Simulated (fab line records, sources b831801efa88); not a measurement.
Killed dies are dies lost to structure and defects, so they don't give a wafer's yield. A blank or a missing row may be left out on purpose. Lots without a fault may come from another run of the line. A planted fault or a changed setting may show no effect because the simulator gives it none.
Which tool did it? | flow gf180mcu | 14 lots, 42 wafers sampled, at 3 steps of a route of 602

WHAT THE GAUGES READ, wafer by wafer
GF_M4_OVL_MEAS_15. Usual: M4_OVL -2 nm, standard deviation 5.9.
lot  | measured     | on         | M4_OVL (nm) | flag
L112 | day 23 21:31 | overlay-01 | -5 -4 -11   |
L116 | day 24 22:23 | overlay-01 | -9 -3 -7    |
L120 | day 26 13:29 | overlay-02 | 1 -2 8      |
L121 | day 26 19:15 | overlay-02 | -4 -5 -8    |
L122 | day 27 08:11 | overlay-01 | -3 -1 1     |
L125 | day 28 06:47 | overlay-01 | -4 -10 -6   |
L126 | day 28 10:03 | overlay-01 | -1 -8 -4    |
L127 | day 28 16:38 | overlay-02 | 7 5 8       |
L128 | day 28 21:55 | overlay-02 | 7 -1 8      |
L129 | day 29 04:25 | overlay-01 | 1 -7 4      |
L130 | day 29 09:41 | overlay-02 | -10 -1 -3   |
L131 | day 29 17:48 | overlay-02 | 5 6 -9      |
L132 | day 30 02:41 | overlay-02 | 3 4 2       |
L134 | day 30 16:39 | overlay-02 | -4 0 1      |

GF_V4_THK_MEAS_25: measures by xrf. Usual: V4_W_THK 345 nm, standard deviation 5.3.
lot  | measured     | on            | V4_W_THK (nm) | flag
L112 | day 24 21:37 | film_metro-04 | 345 344 349   |
L116 | day 25 22:02 | film_metro-04 | 343 343 339   |
L120 | day 27 12:41 | film_metro-02 | 349 342 351   |
L121 | day 27 18:17 | film_metro-03 | 345 352 342   |
L122 | day 28 06:31 | film_metro-04 | 341 342 342   |
L125 | day 29 04:41 | film_metro-04 | 346 345 346   |
L126 | day 29 08:19 | film_metro-03 | 335 337 334   |
L127 | day 29 14:04 | film_metro-02 | 347 355 348   |
L128 | day 29 19:19 | film_metro-04 | 346 347 350   |
L129 | day 30 01:49 | film_metro-04 | 344 348 347   |
L130 | day 30 07:28 | film_metro-02 | 342 348 341   |
L131 | day 30 14:40 | film_metro-02 | 342 343 345   |
L132 | day 30 23:10 | film_metro-02 | 347 345 343   |
L134 | day 31 13:34 | film_metro-02 | 347 350 345   |

WHICH TOOL RAN EACH LOT (tool, then ch and the chambers of the sampled wafers, then the start)
lot  | GF_M4_STRIP_17
L112 | plasma_asher-01 ch 0,1, day 23 21:40
L116 | plasma_asher-01 ch 0,1, day 24 22:34
L120 | plasma_asher-01 ch 0,1, day 26 13:40
L121 | plasma_asher-04 ch 0,1, day 26 19:31
L122 | plasma_asher-03 ch 0,1, day 27 08:21
L125 | plasma_asher-01 ch 0,1, day 28 06:56
L126 | plasma_asher-01 ch 0,1, day 28 10:12
L127 | plasma_asher-04 ch 0,1, day 28 16:48
L128 | plasma_asher-03 ch 0,1, day 28 22:04
L129 | plasma_asher-04 ch 0,1, day 29 04:33
L130 | plasma_asher-01 ch 0,1, day 29 09:50
L131 | plasma_asher-01 ch 0,1, day 29 17:57
L132 | plasma_asher-03 ch 0,1, day 30 02:50
L134 | plasma_asher-04 ch 0,1, day 30 16:48
- GF_M4_STRIP_17: strips in O2/N2.

WHAT THE TOOLS THEMSELVES READ (means of the sampled wafers that have a number; where no wafer has one, the mark that the record gives instead)
GF_M4_STRIP_17. Usual: drypump_motor_current_A 5.3 A, standard deviation 0.37; heater_power_w 332 W, standard deviation 21; oes_product_au 0.557 a.u., standard deviation 0.0048; strip_time_to_endpoint_s 7.86 s, standard deviation 0.034.
lot  | tool            | drypump_motor_current_A (A) | heater_power_w (W) | oes_product_au (a.u.) | strip_time_to_endpoint_s (s) | flag
L112 | plasma_asher-01 | 5.1                         | 354                | 0.558                 | 7.87                         |
L116 | plasma_asher-01 | 5.1                         | 360                | 0.558                 | 7.84                         |
L120 | plasma_asher-01 | 5.2                         | 347                | 0.553                 | 7.83                         |
L121 | plasma_asher-04 | 5.0                         | 308                | 0.563                 | 7.86                         |
L122 | plasma_asher-03 | 5.9                         | 323                | 0.557                 | 7.91                         |
L125 | plasma_asher-01 | 5.1                         | 360                | 0.563                 | 7.90                         |
L126 | plasma_asher-01 | 5.1                         | 359                | 0.559                 | 7.87                         |
L127 | plasma_asher-04 | 5.3                         | 319                | 0.554                 | 7.86                         |
L128 | plasma_asher-03 | 5.9                         | 324                | 0.555                 | 7.86                         |
L129 | plasma_asher-04 | 5.0                         | 312                | 0.553                 | 7.88                         |
L130 | plasma_asher-01 | 5.1                         | 357                | 0.555                 | 7.84                         |
L131 | plasma_asher-01 | 5.1                         | 358                | 0.555                 | 7.85                         |
L132 | plasma_asher-03 | 5.9                         | 325                | 0.559                 | 7.86                         |
L134 | plasma_asher-04 | 5.3                         | 318                | 0.561                 | 7.92                         |

THE ANSWER, worked out from the rows above alone
Rule: a lot is off if the mean of its wafers that have a number lies more than 3 standard deviations from the usual mean. A lot without any number at a reading at which 4 lots or more have one is off too. The other lots that the step has rows for count as sound. The gauges are gone through in route order, then the tools' own readings, and for those a lot's mean is taken as printed above. The first step at which some lot is off is used, and at that step the reading that is off furthest; a lot without a number counts as furthest.
No lot is off at any reading shown: from this, nothing can be told.

WHAT THE SIMULATOR HAD PUT IN
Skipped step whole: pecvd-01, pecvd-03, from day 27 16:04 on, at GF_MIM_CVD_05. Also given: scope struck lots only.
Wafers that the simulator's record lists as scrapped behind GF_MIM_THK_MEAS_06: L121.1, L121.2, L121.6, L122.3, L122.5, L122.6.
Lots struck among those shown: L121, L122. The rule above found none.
